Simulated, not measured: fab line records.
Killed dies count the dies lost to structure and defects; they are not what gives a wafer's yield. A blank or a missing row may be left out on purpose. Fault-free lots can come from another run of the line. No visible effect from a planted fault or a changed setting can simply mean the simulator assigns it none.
Which tool was responsible? -- flow gf180mcu -- 11 lots with 33 wafers sampled at 4 steps, on a route of 602 steps

WHAT THE GAUGES SHOWED, per wafer
GF_HV_LDD_TW_MEAS_38.
lot,measured,on,HV_LDD_3_TW
L166,day 11 21:31,film_metro-04,1446 1449 1446
L167,day 12 00:28,film_metro-04,1448 1446 1446
L170,day 12 23:25,film_metro-04,1451 1446 1450
L172,day 13 12:44,film_metro-02,1418 1425 1425
L174,day 14 08:55,film_metro-01,1439 1447 1446
L175,day 14 16:02,film_metro-04,1441 1437 1445
L176,day 14 20:58,film_metro-01,1432 1443 1444
L181,day 16 17:10,film_metro-02,1368 1368 1363
L182,day 17 08:18,film_metro-02,1357 1370 1363
L187,day 18 08:15,film_metro-02,1414 1412 1416
L188,day 19 01:31,film_metro-02,1419 1419 1425

GF_HV_LDD_RS_MEAS_53: a four-point-probe measurement.
lot,measured,on,HV_LDD_RS (ohm/sq)
L166,day 12 16:53,film_metro-02,417.1 416.5 418.1
L167,day 12 20:07,film_metro-02,418.4 418.4 417.1
L170,day 13 19:44,film_metro-04,418.9 419.1 419.9
L172,day 14 09:38,film_metro-02,417.9 417.3 417.4
L174,day 15 06:40,film_metro-04,417.6 417.9 417.7
L175,day 15 14:02,film_metro-04,417.2 416.8 417.5
L176,day 15 17:50,film_metro-04,417.2 418.6 418.6
L181,day 17 16:13,film_metro-04,430.3 430.2 428.8
L182,day 18 08:11,film_metro-04,429.5 428.6 429.3
L187,day 19 08:26,film_metro-01,417.2 417.4 417.9
L188,day 20 02:26,film_metro-04,416.9 415.8 418.4

WHICH TOOL RAN EACH LOT (tool, then ch and the chambers of the sampled wafers, then the start)
lot,GF_NWELL_STRIP_10,GF_HV_LDD_IMPLANT_36
L166,"plasma_asher-04 ch 0,1, day 3 10:06","implanter-04 ch 0, day 11 21:16"
L167,"plasma_asher-01 ch 0,1, day 3 14:26","implanter-02 ch 0, day 12 00:14"
L170,"plasma_asher-02 ch 0,1, day 4 09:11","implanter-04 ch 0, day 12 23:10"
L172,"plasma_asher-02 ch 0,1, day 4 16:58","implanter-04 ch 0, day 13 12:32"
L174,"plasma_asher-04 ch 0,1, day 5 04:12","implanter-03 ch 0, day 14 08:41"
L175,"plasma_asher-02 ch 0,1, day 5 09:10","implanter-03 ch 0, day 14 15:50"
L176,"plasma_asher-01 ch 0,1, day 5 15:23","implanter-03 ch 0, day 14 20:43"
L181,"plasma_asher-02 ch 0, day 6 17:59","implanter-03 ch 0, day 16 16:56"
L182,"plasma_asher-01 ch 0,1, day 7 09:05","implanter-03 ch 0, day 17 08:03"
L187,"plasma_asher-04 ch 0,1, day 8 03:38","implanter-04 ch 0, day 18 08:00"
L188,"plasma_asher-01 ch 0,1, day 8 12:29","implanter-04 ch 0, day 19 01:16"
- GF_NWELL_STRIP_10: strips in O2/N2.
- GF_HV_LDD_IMPLANT_36

WHAT THE TOOLS THEMSELVES READ (means of the sampled wafers that have a number; where no wafer has one, the mark that the record gives instead)
GF_NWELL_STRIP_10.
lot,tool,drypump_motor_current_A (A),heater_power_w (W),oes_product_au (a.u.),strip_time_to_endpoint_s (s)
L166,plasma_asher-04,5.9,353,0.721,36.68
L167,plasma_asher-01,5.3,301,0.726,36.89
L170,plasma_asher-02,6.0,412,0.721,36.98
L172,plasma_asher-02,6.0,367,0.720,36.97
L174,plasma_asher-04,5.9,355,0.716,37.07
L175,plasma_asher-02,6.0,403,0.722,36.94
L176,plasma_asher-01,5.1,304,0.721,37.01
L181,plasma_asher-02,6.0,329,0.720,36.91
L182,plasma_asher-01,5.1,303,0.723,37.10
L187,plasma_asher-04,5.7,340,0.723,36.90
L188,plasma_asher-01,5.2,307,0.722,37.02

GF_HV_LDD_IMPLANT_36.
lot,tool,dose_ions_cm2,faraday_current_uA
L166,implanter-04,7.515e+12,42.1
L167,implanter-02,7.509e+12,43.0
L170,implanter-04,7.493e+12,42.1
L172,implanter-04,7.496e+12,42.7
L174,implanter-03,7.506e+12,43.2
L175,implanter-03,7.501e+12,42.6
L176,implanter-03,7.505e+12,42.6
L181,implanter-03,3.713e+12,20.7
L182,implanter-03,3.721e+12,21.2
L187,implanter-04,7.494e+12,41.8
L188,implanter-04,7.505e+12,42.5

THE ANSWER, worked out from the rows above alone
Rule: the lots themselves supply what counts as usual. The widest of any qualifying gaps counts: lots, ordered by their means at a reading, are off when they make up no more than a third of the lots, leave a main group of 4 or more, and stand apart from it by 3 or more times the standard deviation of that group's means. Not used: any main group whose means are identical at the precision the tables above print for the reading. Also off: a lot with no number at a reading for which 4 or more lots have one. Where the step has rows for the other lots, those lots are counted as sound. After the gauges, taken in route order, come the tools' own readings; for these a lot's mean is taken, as printed above. At the first step where some lot is off, the reading lying furthest off is the one used; lots without a number count as furthest.
Off: at GF_HV_LDD_TW_MEAS_38 (HV_LDD_3_TW), L181, L182. The main group has a mean of 1436 with a standard deviation of 12.
If a tool, at a process step before that reading, ran all the lots that are off and no sound lot after the first of them, it fits. Not tried: the gauges at GF_HV_LDD_TW_MEAS_38; whatever is off there is also off at GF_HV_LDD_RS_MEAS_53, on other tools, and gauge error can't account for it. One fits: GF_HV_LDD_IMPLANT_36 on implanter-03. Its last sound lot is L176 (day 14 20:43), its first lot that is off L181 (day 16 16:56): a fault that began between those two fits.
The tool's own readings at GF_HV_LDD_IMPLANT_36 bear it out: on the lots that are off they differ by more than 5 times the standard deviation of the sound lots' means. dose_ions_cm2 reads 3.717e+12 there against 7.503e+12 on the sound lots; faraday_current_uA reads 20.9 there against 42.5 on the sound lots.

WHAT THE SIMULATOR PUT IN
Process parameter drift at GF_HV_LDD_IMPLANT_36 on implanter-03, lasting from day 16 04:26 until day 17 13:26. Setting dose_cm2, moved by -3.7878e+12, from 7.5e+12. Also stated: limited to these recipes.
Lots struck among those shown: L181, L182. The same result came from the rule above.
